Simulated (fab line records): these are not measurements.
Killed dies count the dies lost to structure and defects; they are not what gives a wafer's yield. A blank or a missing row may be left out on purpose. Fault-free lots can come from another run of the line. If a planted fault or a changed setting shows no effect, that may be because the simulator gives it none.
What tool caused it? / flow sfqLine / 13 lots, 38 wafers sampled, at 2 steps of a route of 325

## WHAT THE GAUGES READ, wafer by wafer
SFQ_M6_RS_MEAS_938: uses a four-point probe to measure.
lot=L877; measured=day 66 20:50; on=filmMetro-04; M6_NB_RS (ohm/sq)=0.882 0.901 0.876
lot=L878; measured=day 66 21:58; on=filmMetro-02; M6_NB_RS (ohm/sq)=0.883 0.878 0.897
lot=L881; measured=day 70 02:41; on=filmMetro-02; M6_NB_RS (ohm/sq)=0.891 0.894 0.888
lot=L883; measured=day 70 08:36; on=filmMetro-02; M6_NB_RS (ohm/sq)=0.887 1.294
lot=L884; measured=day 70 11:18; on=filmMetro-03; M6_NB_RS (ohm/sq)=0.894 0.892 0.884
lot=L890; measured=day 72 04:08; on=filmMetro-03; M6_NB_RS (ohm/sq)=0.887 0.896 0.886
lot=L891; measured=day 72 06:36; on=filmMetro-03; M6_NB_RS (ohm/sq)=0.902 0.891 0.901
lot=L892; measured=day 72 08:56; on=filmMetro-02; M6_NB_RS (ohm/sq)=0.900 0.894 0.897
lot=L893; measured=day 72 19:53; on=filmMetro-02; M6_NB_RS (ohm/sq)=0.887 0.893 0.885
lot=L894; measured=day 73 04:23; on=filmMetro-02; M6_NB_RS (ohm/sq)=0.883 0.903 0.886
lot=L896; measured=day 73 10:25; on=filmMetro-02; M6_NB_RS (ohm/sq)=0.898 0.888 0.890
lot=L899; measured=day 73 23:44; on=filmMetro-02; M6_NB_RS (ohm/sq)=0.897 0.909 0.902
lot=L900; measured=day 74 03:19; on=filmMetro-04; M6_NB_RS (ohm/sq)=0.880 0.897 0.896

## TOOL THAT RAN EACH LOT (tool first, then ch and the chambers of the sampled wafers, then the start)
lot=L877; SFQ_TRILAYER_M6_DEP_SPUTTER_157=pvdSputter-05, day 66 20:40
lot=L878; SFQ_TRILAYER_M6_DEP_SPUTTER_157=pvdSputter-06, day 66 21:52
lot=L881; SFQ_TRILAYER_M6_DEP_SPUTTER_157=pvdSputter-05, day 70 02:34
lot=L883; SFQ_TRILAYER_M6_DEP_SPUTTER_157=pvdSputter-06, day 70 08:31
lot=L884; SFQ_TRILAYER_M6_DEP_SPUTTER_157=pvdSputter-05, day 70 11:13
lot=L890; SFQ_TRILAYER_M6_DEP_SPUTTER_157=pvdSputter-05, day 72 04:03
lot=L891; SFQ_TRILAYER_M6_DEP_SPUTTER_157=pvdSputter-04, day 72 06:28
lot=L892; SFQ_TRILAYER_M6_DEP_SPUTTER_157=pvdSputter-06, day 72 08:51
lot=L893; SFQ_TRILAYER_M6_DEP_SPUTTER_157=pvdSputter-05, day 72 19:47
lot=L894; SFQ_TRILAYER_M6_DEP_SPUTTER_157=pvdSputter-04, day 73 04:17
lot=L896; SFQ_TRILAYER_M6_DEP_SPUTTER_157=pvdSputter-05, day 73 10:17
lot=L899; SFQ_TRILAYER_M6_DEP_SPUTTER_157=pvdSputter-05, day 73 23:37
lot=L900; SFQ_TRILAYER_M6_DEP_SPUTTER_157=pvdSputter-04, day 74 03:13
- SFQ_TRILAYER_M6_DEP_SPUTTER_157: material Nb, target thk 200 nm, time 133.3 s.

## AS READ BY THE TOOLS THEMSELVES (means over the sampled wafers that have a number; for cases with no such wafer, the mark the record gives instead)
SFQ_TRILAYER_M6_DEP_SPUTTER_157.
lot=L877; tool=pvdSputter-05; chamberPressurePa (Pa)=0.13326; throttleValvePct (%)=29.6
lot=L878; tool=pvdSputter-06; chamberPressurePa (Pa)=0.13311; throttleValvePct (%)=29.8
lot=L881; tool=pvdSputter-05; chamberPressurePa (Pa)=0.13340; throttleValvePct (%)=29.6
lot=L883; tool=pvdSputter-06; chamberPressurePa (Pa)=0.13353; throttleValvePct (%)=29.8
lot=L884; tool=pvdSputter-05; chamberPressurePa (Pa)=0.13321; throttleValvePct (%)=29.7
lot=L890; tool=pvdSputter-05; chamberPressurePa (Pa)=0.13338; throttleValvePct (%)=29.7
lot=L891; tool=pvdSputter-04; chamberPressurePa (Pa)=0.13356; throttleValvePct (%)=30.1
lot=L892; tool=pvdSputter-06; chamberPressurePa (Pa)=0.13316; throttleValvePct (%)=29.2
lot=L893; tool=pvdSputter-05; chamberPressurePa (Pa)=0.13293; throttleValvePct (%)=29.8
lot=L894; tool=pvdSputter-04; chamberPressurePa (Pa)=0.13324; throttleValvePct (%)=29.6
lot=L896; tool=pvdSputter-05; chamberPressurePa (Pa)=0.13337; throttleValvePct (%)=29.7
lot=L899; tool=pvdSputter-05; chamberPressurePa (Pa)=0.13344; throttleValvePct (%)=29.9
lot=L900; tool=pvdSputter-04; chamberPressurePa (Pa)=0.13327; throttleValvePct (%)=30.1

## THE ANSWER, worked out from the rows above alone
Rule: the usual values come from the lots themselves. Put in order of their means at a reading, lots are off if they are a third of the lots or fewer, leave a main group of 4 or more, and stand apart from it by a gap of 3 or more times the standard deviation of the main group's means; of several such gaps the widest counts. The tables above print the reading to a certain number of digits; a main group whose means all agree to those digits is not used. A lot without any number at a reading at which 4 lots or more have one is off too. All remaining lots with rows at the step are treated as sound. First the gauges in route order, then the tools' own readings, where a lot's mean is used as printed above. The first step at which some lot is off is used, and at that step the reading that is off furthest; a lot without a number counts as furthest.
Off: L883, seen at SFQ_M6_RS_MEAS_938 (M6_NB_RS). The main group has a mean of 0.892 ohm/sq with a standard deviation of 0.0047.
A tool fits if, at a process step before that reading, it ran every lot that is off, and no sound lot after the first of them. Those tools and the gauges at SFQ_M6_RS_MEAS_938 are tried in the same way. Of those tried, none fits.

## WHAT WAS PUT IN BY THE SIMULATOR
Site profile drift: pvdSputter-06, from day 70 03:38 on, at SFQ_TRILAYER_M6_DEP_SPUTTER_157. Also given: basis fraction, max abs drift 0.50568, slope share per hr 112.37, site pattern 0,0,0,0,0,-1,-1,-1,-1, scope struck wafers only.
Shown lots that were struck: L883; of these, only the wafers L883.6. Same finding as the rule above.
